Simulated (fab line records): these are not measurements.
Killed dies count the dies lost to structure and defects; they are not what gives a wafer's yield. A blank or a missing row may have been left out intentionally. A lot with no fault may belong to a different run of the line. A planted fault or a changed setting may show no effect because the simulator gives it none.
Which tool did it? || flow gf180mcu || 7 lots with 21 wafers sampled at 3 steps, on a route of 602 steps

## WHAT THE GAUGES READ, wafer by wafer
GF_TOP_METAL_OVL_MEAS_15.
{"lot": "L279", "measured": "day 29 04:36", "on": "overlay-02", "TOP_METAL_OVL (nm)": "0.2 -1.7 -0.2"}
{"lot": "L282", "measured": "day 29 23:45", "on": "overlay-01", "TOP_METAL_OVL (nm)": "0.4 1.8 0.3"}
{"lot": "L284", "measured": "day 30 20:42", "on": "overlay-01", "TOP_METAL_OVL (nm)": "2.9 2.4 1.5"}
{"lot": "L290", "measured": "day 32 08:28", "on": "overlay-02", "TOP_METAL_OVL (nm)": "1.7 -1.8 1.0"}
{"lot": "L295", "measured": "day 33 11:26", "on": "overlay-02", "TOP_METAL_OVL (nm)": "1.8 0.5 1.2"}
{"lot": "L298", "measured": "day 34 07:42", "on": "overlay-01", "TOP_METAL_OVL (nm)": "2.1 2.7 3.0"}
{"lot": "L300", "measured": "day 34 16:30", "on": "overlay-01", "TOP_METAL_OVL (nm)": "1.0 1.2 0.3"}

## WHAT TOOL EACH LOT RAN ON (gives the tool, then ch and the chambers of the sampled wafers, and finally the start)
{"lot": "L279", "GF_DUAL_GATE_DEVELOP_10": "litho-track-01 ch 0, day 8 22:47", "GF_V5_STRIP_18": "plasma-asher-01 ch 0,1, day 28 07:17"}
{"lot": "L282", "GF_DUAL_GATE_DEVELOP_10": "litho-track-01 ch 0, day 9 16:41", "GF_V5_STRIP_18": "plasma-asher-02 ch 0,1, day 29 02:10"}
{"lot": "L284", "GF_DUAL_GATE_DEVELOP_10": "litho-track-01 ch 0, day 10 10:17", "GF_V5_STRIP_18": "plasma-asher-02 ch 0,1, day 30 00:10"}
{"lot": "L290", "GF_DUAL_GATE_DEVELOP_10": "litho-track-01 ch 0, day 12 03:35", "GF_V5_STRIP_18": "plasma-asher-02 ch 0,1, day 31 13:31"}
{"lot": "L295", "GF_DUAL_GATE_DEVELOP_10": "litho-track-02 ch 0, day 13 12:04", "GF_V5_STRIP_18": "plasma-asher-01 ch 0,1, day 32 17:19"}
{"lot": "L298", "GF_DUAL_GATE_DEVELOP_10": "litho-track-03 ch 0, day 14 14:50", "GF_V5_STRIP_18": "plasma-asher-02 ch 0,1, day 33 15:03"}
{"lot": "L300", "GF_DUAL_GATE_DEVELOP_10": "litho-track-02 ch 0, day 14 23:51", "GF_V5_STRIP_18": "plasma-asher-03 ch 0,1, day 33 23:43"}
- GF_DUAL_GATE_DEVELOP_10: develop time 60 s.
- GF_V5_STRIP_18: strips in O2/N2.

## THE ANSWER, worked out from the rows above alone
Rule: the usual values come from the lots themselves. The widest of any qualifying gaps counts: lots, ordered by their means at a reading, are off when they make up no more than a third of the lots, leave a main group of 4 or more, and stand apart from it by 3 or more times the standard deviation of that group's means. If all means in a main group match to the digits the tables above print for the reading, that group is not used. A lot without any number at a reading at which 4 lots or more have one is off too. The other lots that the step has rows for count as sound.
Across all readings shown, no lot is off: no conclusion can be drawn from this.

## WHAT WAS PUT IN BY THE SIMULATOR
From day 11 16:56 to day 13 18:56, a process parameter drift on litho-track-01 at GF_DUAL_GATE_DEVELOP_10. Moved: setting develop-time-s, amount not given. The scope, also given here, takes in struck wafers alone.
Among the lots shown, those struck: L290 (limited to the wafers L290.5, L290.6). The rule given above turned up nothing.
